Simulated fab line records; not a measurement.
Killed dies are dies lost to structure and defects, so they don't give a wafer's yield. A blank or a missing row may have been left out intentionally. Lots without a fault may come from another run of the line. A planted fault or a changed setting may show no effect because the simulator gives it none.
One fault through the eyes of 2 desks | flow gf180mcu | what lay behind the numbers comes last; until then each desk has only its own

## FOR THE TOOL OWNER'S DESK: cvdW-01
The tool's own readings at GF_V2_CVD_23 (deposits W, target thk 350 nm, time 104.94 s): means of the sampled wafers that have a number, for each lot that ran on this tool. A lot is out of limits, marked OUT, if its mean lies more than 4 standard deviations from the usual mean; the brackets give that distance.
Columns: A = chamberPressureTorr at GF_V2_CVD_23, usual 40.01 Torr; B = heaterPowerW at GF_V2_CVD_23, usual 890 W
lot  | first seen here | A               | B
L373 | day 20 03:56    | 40.12           | 798
L378 | day 22 10:59    | 40.07           | 823
L380 | day 23 10:35    | 40.04           | 843
L381 | day 24 08:12    | 39.93           | 828
L383 | day 24 09:49    | 39.97           | 814
L385 | day 25 06:22    | 37.49 (-34) OUT | 843
L388 | day 26 06:46    | 37.44 (-34) OUT | 830
This desk finds L385, L388 out of limits, L385 being first, at day 25 06:22 (chamberPressureTorr at GF_V2_CVD_23). In limits: L373, L378, L380, L381, L383.

## METROLOGY DESK
Means of the sampled wafers that have a number, per lot and without regard to the tool the lot ran on: this is what the gauges read. A lot is out of limits, marked OUT, if its mean lies more than 4 standard deviations from the usual mean; the brackets give that distance.
Columns: A = cdNm at GF_V2_CD_MEAS_14, usual 260.2 nm; B = M3_ALCU_RS at GF_M3_RS_MEAS_05, usual 0.0696 ohm/sq
lot  | first seen here | A     | B
L373 | day 20 03:02    | 261.7 | 0.0685
L374 | day 21 00:16    | 259.7 | 0.0712
L375 | day 21 03:06    | 259.5 | 0.0712
L378 | day 22 10:04    | 260.6 | 0.0703
L379 | day 23 03:31    | 261.6 | 0.0679
L380 | day 23 09:40    | 259.7 | 0.0713
L381 | day 24 07:17    | 261.3 | 0.0702
L383 | day 24 08:53    | 260.8 | 0.0690
L382 | day 24 15:56    | 258.8 | 0.0710
L385 | day 25 05:28    | 260.6 | 0.0690
L388 | day 26 05:52    | 258.9 | 0.0697
L393 | day 27 16:50    | 260.5 | 0.0709
L394 | day 27 19:25    | 261.4 | 0.0689
L395 | day 28 04:31    | 260.9 | 0.0694
Finding of this desk: none of the 14 lots has anything out of limits.

## BROUGHT TOGETHER
The tool owner's desk had the chance to raise an alarm at day 25 06:22 on L385, L388.
The metrology desk saw nothing out of limits.
The metrology desk holds a record of L385, L388, inside its limits.
GF_V2_CVD_23 was run on cvdW-01 by each of the lots named.

## WHAT THE SIMULATOR HAD PUT IN
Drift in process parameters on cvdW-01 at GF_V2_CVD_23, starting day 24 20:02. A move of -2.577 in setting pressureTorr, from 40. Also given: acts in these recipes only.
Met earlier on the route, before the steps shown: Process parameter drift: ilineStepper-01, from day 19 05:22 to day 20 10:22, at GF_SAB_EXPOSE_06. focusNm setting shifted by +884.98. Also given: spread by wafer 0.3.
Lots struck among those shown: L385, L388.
Time in hours from fault onset to the first out-of-limits reading at each desk: the tool owner's desk, 10.
